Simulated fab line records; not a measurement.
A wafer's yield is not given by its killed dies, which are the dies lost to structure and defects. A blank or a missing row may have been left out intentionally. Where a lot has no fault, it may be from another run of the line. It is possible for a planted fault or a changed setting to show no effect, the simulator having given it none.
Chamber matching || flow sfq line || cmp-01 running SFQ_TRILAYER_I3_CMP_CMP_082: 4 sister chambers
The step polishes SiO2. 16 wafers are shown with their chamber, then 8 later ones without.

== EACH WAFER AND ITS CHAMBER ==
{"wafer": "L518.3", "chamber": 3, "motor current A (A)": 12.0, "slurry flow ml min": 150.4, "time to endpoint s (s)": 217}
{"wafer": "L518.4", "chamber": 0, "motor current A (A)": 11.2, "slurry flow ml min": 150.6, "time to endpoint s (s)": 217}
{"wafer": "L518.5", "chamber": 2, "motor current A (A)": 9.0, "slurry flow ml min": 149.5, "time to endpoint s (s)": 216}
{"wafer": "L519.4", "chamber": 0, "motor current A (A)": 11.0, "slurry flow ml min": 149.7, "time to endpoint s (s)": 209}
{"wafer": "L519.5", "chamber": 0, "motor current A (A)": 11.1, "slurry flow ml min": 149.3, "time to endpoint s (s)": 209}
{"wafer": "L519.6", "chamber": 1, "motor current A (A)": 10.2, "slurry flow ml min": 150.0, "time to endpoint s (s)": 213}
{"wafer": "L527.3", "chamber": 3, "motor current A (A)": 12.1, "slurry flow ml min": 149.8, "time to endpoint s (s)": 207}
{"wafer": "L527.1", "chamber": 1, "motor current A (A)": 10.0, "slurry flow ml min": 149.2, "time to endpoint s (s)": 208}
{"wafer": "L527.6", "chamber": 0, "motor current A (A)": 10.7, "slurry flow ml min": 149.7, "time to endpoint s (s)": 212}
{"wafer": "L531.4", "chamber": 2, "motor current A (A)": 10.1, "slurry flow ml min": 150.3, "time to endpoint s (s)": 224}
{"wafer": "L531.2", "chamber": 0, "motor current A (A)": 10.6, "slurry flow ml min": 150.5, "time to endpoint s (s)": 217}
{"wafer": "L531.6", "chamber": 1, "motor current A (A)": 9.9, "slurry flow ml min": 151.1, "time to endpoint s (s)": 222}
{"wafer": "L533.1", "chamber": 2, "motor current A (A)": 9.6, "slurry flow ml min": 149.6, "time to endpoint s (s)": 217}
{"wafer": "L533.4", "chamber": 1, "motor current A (A)": 9.6, "slurry flow ml min": 149.6, "time to endpoint s (s)": 217}
{"wafer": "L533.6", "chamber": 0, "motor current A (A)": 11.2, "slurry flow ml min": 149.9, "time to endpoint s (s)": 225}
{"wafer": "L537.2", "chamber": 2, "motor current A (A)": 9.6, "slurry flow ml min": 149.2, "time to endpoint s (s)": 204}

SIGNATURES (averages over the wafers above)
{"reading": "motor current A", "chamber 0": 10.967, "chamber 1": 9.925, "chamber 2": 9.575, "chamber 3": 12.050, "scatter within a chamber": 0.307}
{"reading": "slurry flow ml min", "chamber 0": 149.950, "chamber 1": 149.975, "chamber 2": 149.650, "chamber 3": 150.100, "scatter within a chamber": 0.585}
{"reading": "time to endpoint s", "chamber 0": 214.83, "chamber 1": 215.00, "chamber 2": 215.25, "chamber 3": 212.00, "scatter within a chamber": 6.78}
Rule: for a wafer and a chamber, the distance is found by dividing, reading by reading, the gap between the wafer's reading and the chamber's mean by the reading's scatter, squaring, summing and taking the root. If the next closest chamber is less than 2 further off than the closest, the wafer can't be placed; otherwise it belongs to the closest. The scatter: the root of (the sum of the squares of (reading less its chamber's mean) over the shown wafers, divided by (wafers less chambers)).

== WAFERS WITHOUT THEIR CHAMBER ==
{"wafer": "L537.4", "motor current A (A)": 9.8, "slurry flow ml min": 150.6, "time to endpoint s (s)": 217}
{"wafer": "L537.3", "motor current A (A)": 10.1, "slurry flow ml min": 148.8, "time to endpoint s (s)": 215}
{"wafer": "L539.3", "motor current A (A)": 12.2, "slurry flow ml min": 150.3, "time to endpoint s (s)": 222}
{"wafer": "L539.1", "motor current A (A)": 10.3, "slurry flow ml min": 149.4, "time to endpoint s (s)": 211}
{"wafer": "L539.6", "motor current A (A)": 12.2, "slurry flow ml min": 151.0, "time to endpoint s (s)": 224}
{"wafer": "L540.4", "motor current A (A)": 10.6, "slurry flow ml min": 150.6, "time to endpoint s (s)": 219}
{"wafer": "L540.1", "motor current A (A)": 12.6, "slurry flow ml min": 150.3, "time to endpoint s (s)": 223}
{"wafer": "L540.5", "motor current A (A)": 10.2, "slurry flow ml min": 149.6, "time to endpoint s (s)": 217}

== THE CHAMBER EACH PASSED THROUGH ==
{"wafer": "L537.4", "from the rows above": "can't be placed: 1 or 2", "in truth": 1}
{"wafer": "L537.3", "from the rows above": "can't be placed: 1 or 2 or 0", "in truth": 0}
{"wafer": "L539.3", "from the rows above": 3, "in truth": 3}
{"wafer": "L539.1", "from the rows above": "can't be placed: 1 or 0 or 2", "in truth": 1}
{"wafer": "L539.6", "from the rows above": 3, "in truth": 3}
{"wafer": "L540.4", "from the rows above": "can't be placed: 0 or 1", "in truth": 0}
{"wafer": "L540.1", "from the rows above": 3, "in truth": 3}
{"wafer": "L540.5", "from the rows above": "can't be placed: 1 or 2 or 0", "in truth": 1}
Correct placement for 3 of the 8. Cannot be placed on the basis of these rows: 5; the candidates contain the true chamber in 5. Placed wrongly: 0.
